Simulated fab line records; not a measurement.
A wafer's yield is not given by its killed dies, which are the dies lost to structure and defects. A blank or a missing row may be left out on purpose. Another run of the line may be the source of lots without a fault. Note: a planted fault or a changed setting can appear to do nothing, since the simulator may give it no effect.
A struck lot beside a sound one    flow sky130    44 out of 708 route steps
Sound: the wafers L458.3, L458.5, L458.6. Struck: wafers L465.2, L465.5, L465.6. The cause is given at the end.
Each step with rows lists, per side, the tool, then ch with its chambers, then its first start. Under that, the readings that differ: sound wafers    struck wafers    difference of the means    sigmas: that difference in standard deviations of wafers without a fault.
alike: readings whose means differ by less than 2 such deviations, and words and numbers that are the same on both sides. not compared: withheld readings, readings that some wafer has no value for, bounds like >300 that may hide the same value, and numbers for which the record gives no deviation and whose values overlap.
Wherever a step has rows on one side only, a row that says differs or no value, or a row with sigmas, the two part there. Numbers that don't overlap but have no deviation are shown without sigmas and don't part them. Lack of a reading on every wafer of one side parts them only where that side has two or more wafers.

first, 3 steps without rows for these wafers: SKY_FIELD_ISO_CLEAN_20 (cleans in dHF, time 20 s); SKY_FIELD_ISO_WET_ETCH_21 (etches SiO2 in dHF, target depth 20 nm, time 400 s); SKY_FIELD_ISO_OXIDATION_22 (stabilise 600 s, purge 300 s, target thk 10 nm).
SKY_FIELD_ISO_THK_MEAS_23:
  struck on film_metro-02, day 5 08:10; sound on film_metro-02, day 3 22:01
  alike: FIELD_ISO_OXIDATION_01_THK
then, 1 step without rows for these wafers: SKY_FIELD_ISO_CVD_24 (deposits SiO2, target thk 595 nm, time 99.2 s).
SKY_FIELD_ISO_THK_MEAS_25:
  struck on film_metro-03, day 5 08:17; sound on film_metro-03, day 4 00:11
  alike: FIELD_ISO_CVD_24_THK
then, 1 step without rows for these wafers: SKY_FIELD_ISO_ANNEAL_26 (time 1800 s).
SKY_FIELD_ISO_CMP_27: polishes, stops on Si3N4, t overpolish 16 s, target thk 457.8 nm.
  sound on cmp-02 ch 2,3, day 4 02:05; struck on cmp-02 ch 0,1,3, day 5 09:59
  alike: motor_current_A, overpolish_run_s, slurry_filter_dp_kPa, slurry_flow_ml_min, time_to_endpoint_s
then, 4 steps without rows for these wafers: SKY_FIELD_ISO_WET_ETCH_28 (etches SiO2 in dHF, target depth 23.7 nm, time 47 s); SKY_FIELD_ISO_WET_ETCH_29 (etches Si3N4 in H3PO4, target depth 160 nm, time 1825 s); SKY_FIELD_ISO_WET_ETCH_30 (etches SiO2 in dHF, target depth 25 nm, time 50 s); SKY_NWELL_CLEAN_00 (cleans in SC1/SC2, time 150 s).
SKY_NWELL_OXIDATION_01: stabilise 600 s, purge 300 s, target thk 10 nm.
  sound on furnace-02 ch 0, day 4 03:00; struck on furnace-01 ch 0, day 5 10:45
reading                                       sound                 struck                difference  sigmas
spike_tc_bottom_C (C)                         914.4 914.6 914.8     895.6 897.0 894.4     -18.9       -8
spike_tc_centre_C (C)                         902.1 899.8 900.9     876.4 878.3 877.1     -23.7       -15
spike_tc_lower_C (C)                          899.7 900.7 900.6     878.8 878.6 877.2     -22.1       -23
spike_tc_top_C (C)                            911.2 909.9 909.1     886.3 886.8 887.7     -23.1       -23
spike_tc_upper_C (C)                          901.4 903.0 901.1     877.1 878.6 879.9     -23.3       -19
tube_center_temp_C (C)                        900.03 899.95 900.11  876.96 877.12 876.93  -23.03      -99 or more
tube_center_temp_C_max                        902.6 902.1 902.5     879.0 879.4 879.3     -23.2       -63
zone_power_lower_pct (%)                      20.03 20.10 20.11     19.43 19.40 19.41     -0.67       -2
zone_power_upper_pct (%)                      17.50 16.97 17.37     16.06 16.10 16.40     -1.09       -5
model.SiO2_of_NWELL_OXIDATION_01.thk_nm (nm)  9.687 9.967 10.03     8.02 8.028 8.04       -1.87       
SKY_NWELL_THK_MEAS_02:
  struck on film_metro-01, day 5 12:09; sound on film_metro-03, day 4 04:25
reading                   sound            struck          difference  sigmas
NWELL_OXIDATION_THK (nm)  9.70 9.92 10.03  8.03 8.02 8.00  -1.87       -9
then, 8 steps without rows for these wafers: SKY_DNWELL_DEHYDRATE_00 (time 60 s); SKY_DNWELL_HMDS_01 (prime time 60 s); SKY_DNWELL_COAT_02 (resist thk 3000 nm); SKY_DNWELL_SOFTBAKE_03; SKY_DNWELL_EXPOSE_04 (exposes mask DNM, target cd 3000 nm); SKY_DNWELL_PEB_05; SKY_DNWELL_DEVELOP_06 (develop time 60 s); SKY_DNWELL_IMPLANT_07.
SKY_DNWELL_STRIP_08: strips in O2/N2.
  sound on plasma_asher-04 ch 0,1, day 4 21:36; struck on plasma_asher-03 ch 0,1, day 6 07:19
  alike: drypump_motor_current_A, oes_product_au, strip_time_to_endpoint_s
  not compared: rf_hours_counter_h
SKY_DNWELL_TW_MEAS_09:
  struck on film_metro-03, day 6 07:25; sound on film_metro-01, day 4 21:41
  alike: DNWELL_TW
then, 7 steps without rows for these wafers: SKY_PWDE_DEHYDRATE_00 (time 60 s); SKY_PWDE_HMDS_01 (prime time 60 s); SKY_PWDE_COAT_02 (resist thk 3000 nm); SKY_PWDE_SOFTBAKE_03; SKY_PWDE_EXPOSE_04 (exposes mask PWDEM, target cd 840 nm); SKY_PWDE_PEB_05; SKY_PWDE_DEVELOP_06 (develop time 61.48 s).
SKY_PWDE_OVL_MEAS_07:
  struck on overlay-02, day 7 02:40; sound on overlay-01, day 5 16:05
  alike: PWDE_OVL
after that, 1 step had no rows for these wafers: SKY_PWDE_IMPLANT_08.
SKY_PWDE_STRIP_09: strips in O2/N2.
  sound on plasma_asher-03 ch 0,1, day 5 16:17; struck on plasma_asher-01 ch 0,1, day 7 02:51
reading                      sound        struck       difference  sigmas
drypump_motor_current_A (A)  6.0 6.0 6.0  4.8 4.8 5.0  -1.1        -2
  alike: oes_product_au, strip_time_to_endpoint_s
  not compared: rf_hours_counter_h
SKY_PWDE_TW_MEAS_10:
  struck on film_metro-01, day 7 02:58; sound on film_metro-04, day 5 16:22
  alike: PWDE_TW
then, 7 steps without rows for these wafers: SKY_NWELL_DEHYDRATE_03 (time 60 s); SKY_NWELL_HMDS_04 (prime time 60 s); SKY_NWELL_COAT_05 (resist thk 3000 nm); SKY_NWELL_SOFTBAKE_06; SKY_NWELL_EXPOSE_07 (exposes mask NWM, target cd 840 nm); SKY_NWELL_PEB_08; SKY_NWELL_DEVELOP_09 (develop time 60 s).
-- the record jumps here: 10 days lie between the struck wafers' starts before and after (it left off in module NWELL and takes up again in module SONOS_ONO, whose first step shown is number 183 of the route) --
SKY_SONOS_ONO_ETCH_15: etches the open film in CHF3/O2, target depth 19.52 nm, time 7.8 s.
  sound on rie_diel-01 ch 0,1,2, day 15 04:04; struck on rie_diel-01 ch 2,3, day 17 11:46
reading                                       sound              struck             difference  sigmas
model.SiO2_of_NWELL_OXIDATION_01.thk_nm (nm)  5.204 5.466 5.466  3.475 3.483 3.651  -1.842      
  alike: drypump_motor_current_A, oes_product_au, rf_fwd_power_W, throttle_valve_pct
  not compared: rf_hours_counter_h
-- record jumps: 32 days separate the struck wafers' starts on either side; left off in module SONOS_ONO, taken up again in module PAD_OPEN, whose first shown step is the route's number 708 --
SKY_PAD_OPEN_PROBE_99:
  struck on prober-02, day 49 08:19; sound on prober-02, day 47 20:17
  alike: killed_at_M0_to_M3, killed_at_M4_up, killed_at_contacts, killed_at_front_end, killed_at_other, killed_dies, killed_on_rim, killed_open, killed_short
  not compared: model.etest.pfet_16v.vt_v, model.etest.pfet_g5v0d10v5.vt_long_v

WHERE THEY PART
Last at SKY_PWDE_STRIP_09 as far as this record goes, first at SKY_NWELL_OXIDATION_01. Later steps at which nothing parts them and some readings are alike: SKY_PWDE_TW_MEAS_10, SKY_SONOS_ONO_ETCH_15, SKY_PAD_OPEN_PROBE_99.

WHY: the cause the simulator had injected
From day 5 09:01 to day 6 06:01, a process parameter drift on furnace-01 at SKY_NWELL_OXIDATION_01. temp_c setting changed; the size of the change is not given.
